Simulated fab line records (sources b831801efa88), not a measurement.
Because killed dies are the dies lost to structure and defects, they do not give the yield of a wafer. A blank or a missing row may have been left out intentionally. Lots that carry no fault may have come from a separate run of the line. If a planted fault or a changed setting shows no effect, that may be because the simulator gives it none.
A lot that was struck, set against a sound lot / flow sfq_line / 42 out of 325 route steps
Sound: the wafers L180.2, L180.3, L180.4. Struck: wafer L172.1; the same lot's L172.2 was not struck, so it is left out; see the end for the cause.
For every step that has rows: the tool of each side, followed by ch and its chambers, followed by its first start. Under that, the readings that differ: sound wafers / struck wafers / difference of the means / sigmas: that difference in standard deviations of wafers without a fault.
alike: a reading whose means differ by less than 2 such deviations, as well as words and numbers matching on both sides. not compared: withheld readings; readings where some wafer has no value; bounds like >300 that might hide an equal value; numbers whose values overlap and for which the record gives no deviation.
A row with sigmas, a row that says differs or no value, or rows on one side alone: a step with any of these is where the two part. When numbers do not overlap yet have no deviation, they are printed without sigmas and do not part them. Lack of a reading on every wafer of one side parts them only where that side has two or more wafers.

first, 6 steps without rows for these wafers: SFQ_TRILAYER_M3_LITHO_COAT_080 (resist thk 62 nm); SFQ_TRILAYER_M3_LITHO_COAT_075 (resist thk 600 nm); SFQ_TRILAYER_M3_LITHO_SOFTBAKE_079; SFQ_TRILAYER_M3_LITHO_EXPOSE_076 (exposes mask M3, target cd 500 nm); SFQ_TRILAYER_M3_LITHO_PEB_078 (peb time 60 s); SFQ_TRILAYER_M3_LITHO_DEVELOP_077 (time 60 s).
SFQ_M3_OVL_MEAS_921:
  struck on overlay-02, day 30 23:13; sound on overlay-02, day 35 14:47
  alike: M3_OVL
SFQ_TRILAYER_M3_BARC_OPEN_METAL_ETCH_100: etches BARC in O2, target depth 125 nm, time 41.7 s.
  sound on rie_metal-03 ch 0,1, day 35 14:49; struck on rie_metal-01 ch 0, day 30 23:16
  alike: drypump_motor_current_A, oes_product_au
  not compared: rf_hours_counter_h
then, 4 steps without rows for these wafers: SFQ_TRILAYER_M3_ETCH_METAL_ETCH_078 (etches Nb in Cl2/Ar, stops on SiO2, target depth 240 nm, time 120 s); SFQ_TRILAYER_M3_STRIP_STRIP_079 (strips in O2); SFQ_TRILAYER_M3_STRIP_SOLV_CLEAN_080 (cleans in NMP, time 600 s); SFQ_TRILAYER_I3_DEP_PECVD_081 (deposits SiO2 from SiH4/N2O, time 111.11 s, target thk 500 nm).
SFQ_TRILAYER_I3_CMP_CMP_082: polishes SiO2.
  sound on cmp-02 ch 1,2,3, day 36 00:37; struck on cmp-02 ch 2, day 31 03:36
reading=time_to_endpoint_s (s); sound=225 221 215; struck=269; difference=+49; sigmas=+7
reading=model.SiO2_of_TRILAYER_I3_DEP_PECVD_081.thk_nm (nm); sound=201.2 200.8 200.4; struck=300.2; difference=+99.4; sigmas=
  alike: motor_current_A, slurry_filter_dp_kPa
SFQ_I3_BOW_MEAS_922:
  struck on film_metro-01, day 31 05:06; sound on film_metro-02, day 36 03:08
  alike: I3_BOW
SFQ_TRILAYER_I3_METRO_MEASURE_083:
  struck on film_metro-01, day 31 05:13; sound on film_metro-02, day 36 03:26
reading=thk_nm (nm); sound=201.0 201.1 200.5; struck=300.2; difference=+99.3; sigmas=+99 or more
then, 6 steps without rows for these wafers: SFQ_TRILAYER_I3_VIA_LITHO_COAT_090 (resist thk 62 nm); SFQ_TRILAYER_I3_VIA_LITHO_COAT_085 (resist thk 650 nm); SFQ_TRILAYER_I3_VIA_LITHO_SOFTBAKE_089; SFQ_TRILAYER_I3_VIA_LITHO_EXPOSE_086 (exposes mask I3, target cd 500 nm); SFQ_TRILAYER_I3_VIA_LITHO_PEB_088 (peb time 60 s); SFQ_TRILAYER_I3_VIA_LITHO_DEVELOP_087 (time 60 s).
-- the record jumps here: 6 days lie between the struck wafers' starts before and after --
SFQ_I3_OVL_MEAS_923:
  struck on overlay-01, day 37 10:13; sound on overlay-02, day 41 21:31
  alike: I3_OVL
SFQ_TRILAYER_I3_VIA_BARC_OPEN_VIA_ETCH_121: etches BARC in O2, target depth 125 nm, time 41.7 s.
  sound on rie_diel-02 ch 1,2, day 41 21:33; struck on rie_diel-04 ch 1, day 37 10:16
  alike: drypump_motor_current_A, oes_product_au
  not compared: rf_hours_counter_h
SFQ_TRILAYER_I3_VIA_ETCH_VIA_ETCH_088: etches SiO2 in CHF3, stops on Nb, target depth 260 nm.
  sound on rie_diel-02 ch 1,2, day 41 21:35; struck on rie_diel-04 ch 1, day 37 10:18
reading=oes_product_au (a.u.); sound=0.865 0.853 0.860; struck=1.010; difference=+0.151; sigmas=+28
reading=model.etch.depth_nm (nm); sound=201.2 200.8 200.4; struck=258.5; difference=+57.7; sigmas=
reading=model.I3.feature_depth_nm (nm); sound=201.2 200.8 200.4; struck=258.5; difference=+57.7; sigmas=
  alike: drypump_motor_current_A
then, 2 steps without rows for these wafers: SFQ_TRILAYER_I3_VIA_STRIP_STRIP_089 (strips in O2); SFQ_TRILAYER_I3_VIA_STRIP_SOLV_CLEAN_090 (cleans in NMP, time 600 s).
SFQ_TRILAYER_M4_DEP_PRE_CLEAN_092: time 22.5 s.
  struck on pvd_sputter-05, day 37 11:13; sound on pvd_sputter-05, day 41 22:29
reading=model.SiO2_of_TRILAYER_I3_DEP_PECVD_081.thk_nm (nm); sound=193.7 193.3 192.9; struck=292.7; difference=+99.4; sigmas=
  alike: bias_v
SFQ_TRILAYER_M4_DEP_SPUTTER_091: material Nb, target thk 200 nm, time 133.3 s.
  struck on pvd_sputter-05, day 37 11:15; sound on pvd_sputter-05, day 41 22:31
  alike: base_pressure_pa, throttle_valve_pct
SFQ_M4_RS_MEAS_924: measurement is done with a four-point probe.
  struck on film_metro-03, day 37 11:20; sound on film_metro-02, day 41 22:37
  alike: M4_NB_RS
then, 6 steps without rows for these wafers: SFQ_TRILAYER_M4_LITHO_COAT_098 (resist thk 62 nm); SFQ_TRILAYER_M4_LITHO_COAT_093 (resist thk 600 nm); SFQ_TRILAYER_M4_LITHO_SOFTBAKE_097; SFQ_TRILAYER_M4_LITHO_EXPOSE_094 (exposes mask M4, target cd 500 nm); SFQ_TRILAYER_M4_LITHO_PEB_096 (peb time 60 s); SFQ_TRILAYER_M4_LITHO_DEVELOP_095 (time 60 s).
-- the record jumps here: 6 days lie between the struck wafers' starts before and after --
SFQ_M4_OVL_MEAS_926:
  struck on overlay-02, day 43 05:43; sound on overlay-02, day 47 15:17
  alike: M4_OVL
then, 1 step without rows for these wafers: SFQ_TRILAYER_M4_BARC_OPEN_METAL_ETCH_123 (etches BARC in O2, target depth 125 nm, time 41.7 s).
SFQ_TRILAYER_M4_ETCH_METAL_ETCH_096: etches Nb in Cl2/Ar, stops on SiO2, target depth 240 nm, time 120 s.
  sound on rie_metal-04 ch 0,1, day 47 15:23; struck on rie_metal-03 ch 0, day 43 05:49
  alike: drypump_motor_current_A, oes_product_au
  not compared: rf_hours_counter_h
SFQ_TRILAYER_M4_STRIP_STRIP_097: strips in O2.
  sound on rie_metal-04 ch 0,1, day 47 15:30; struck on rie_metal-03 ch 0, day 43 05:56
  alike: drypump_motor_current_A, oes_product_au
  not compared: rf_hours_counter_h
then, 2 steps without rows for these wafers: SFQ_TRILAYER_M4_STRIP_SOLV_CLEAN_098 (cleans in NMP, time 600 s); SFQ_TRILAYER_I4_DEP_PECVD_099 (deposits SiO2 from SiH4/N2O, time 111.11 s, target thk 500 nm).
-- the record jumps here: 29 days lie between the struck wafers' starts before and after --
SFQ_M8_BOW_MEAS_951:
  struck on film_metro-04, day 72 11:52; sound on film_metro-03, day 80 10:55
reading=model.etest.i3.link_ohm; sound=1.974 1.966 1.974; struck=1e+06; difference=+1e+06; sigmas=
  alike: M8_BOW

## WHERE THEY PART
Last at SFQ_TRILAYER_I3_VIA_ETCH_VIA_ETCH_088 as far as this record goes, first at SFQ_TRILAYER_I3_CMP_CMP_082. Later steps at which nothing parts them and some readings are alike: SFQ_TRILAYER_M4_DEP_PRE_CLEAN_092, SFQ_TRILAYER_M4_DEP_SPUTTER_091, SFQ_M4_RS_MEAS_924, SFQ_M4_OVL_MEAS_926, SFQ_TRILAYER_M4_ETCH_METAL_ETCH_096, SFQ_TRILAYER_M4_STRIP_STRIP_097, SFQ_M8_BOW_MEAS_951.

WHY: what had been put in by the simulator
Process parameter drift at SFQ_TRILAYER_I3_CMP_CMP_082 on cmp-02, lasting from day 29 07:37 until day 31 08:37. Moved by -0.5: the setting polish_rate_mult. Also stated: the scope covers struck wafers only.
